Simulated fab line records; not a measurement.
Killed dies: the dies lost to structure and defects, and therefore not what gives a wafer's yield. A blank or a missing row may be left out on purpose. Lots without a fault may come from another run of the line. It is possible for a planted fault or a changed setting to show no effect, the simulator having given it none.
Problem report, 8D (eight disciplines) form, completed by code -- flow sky130 -- the parts of the form that need people (team, actions taken, sign-off) are left out

## 1. THE PROBLEM
Mean of beam-energy-keV at SKY_LDD_N_IMPLANT_12: 38.003 across 6 wafers in 2 lots; on wafers with no fault it is 49.997 (standard deviation 0.015). So: -99 or more standard deviations from the usual mean.
First observed at day 22 04:39: wafer L364.1, on implanter-01. At this step, 18 wafers from 6 lots have a number in the record. Rule for "out", or "out of limits": more than 4 standard deviations from the usual mean. Any other wafer with a number is counted as sound.

## 2. WHAT IT IS; WHAT IT IS NOT
question,is,is not
which readings at this step,beam-energy-keV,-
which lots,"L364, L368","L355, L356, L371, L374"
which wafers of those lots,all that have a number,-
read on which tools,implanter-01,"implanter-02, implanter-03"
when,from day 22 04:39,"up to then (6 sound wafers); but 6 sound wafers of L371, L374 came after"

## 3. WHAT RULES OUT EACH SUSPECT
Counting: a tool stays on the suspect list if, at a process step up to the reading, it processed all lots that are out and no sound lot following the first of them.
- implanter-01 at SKY_LDD_N_IMPLANT_12: kept. It ran every lot that is out, first L364 (day 22 04:39), and no sound lot after that; its last sound lot up to then is L355 (day 18 18:58). Its own readings are out on those wafers: beam-energy-keV.
Remaining after the count: implanter-01 at SKY_LDD_N_IMPLANT_12.

## 4. THE CAUSE (what the simulator had put in)
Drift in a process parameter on implanter-01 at SKY_LDD_N_IMPLANT_12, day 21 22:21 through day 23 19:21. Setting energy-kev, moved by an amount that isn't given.
This tool alone remained once counting was done.

## 5. THE CHAIN OF EFFECTS, in route order
Each row: a reading whose mean over the struck wafers that have a number lies more than 3 standard deviations from the usual. Only readings whose record carries a usual standard deviation are examined. hours: median over the lots of the time between each lot's start at the first step of this table that gives one and its start at this step. sigmas: the change, counted in usual standard deviations.
hours,step,reading,usual,on struck wafers,change,sigmas
0,SKY_LDD_N_IMPLANT_12,beam-energy-keV,49.997,38.003,-11.994,-99 or more
Process steps it contains:
- SKY_LDD_N_IMPLANT_12

## 6. WHAT WOULD HAVE CAUGHT IT SOONER
6 hours passed between the start of the fault at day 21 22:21 and the first reading out of limits in this record, taken at day 22 04:39.
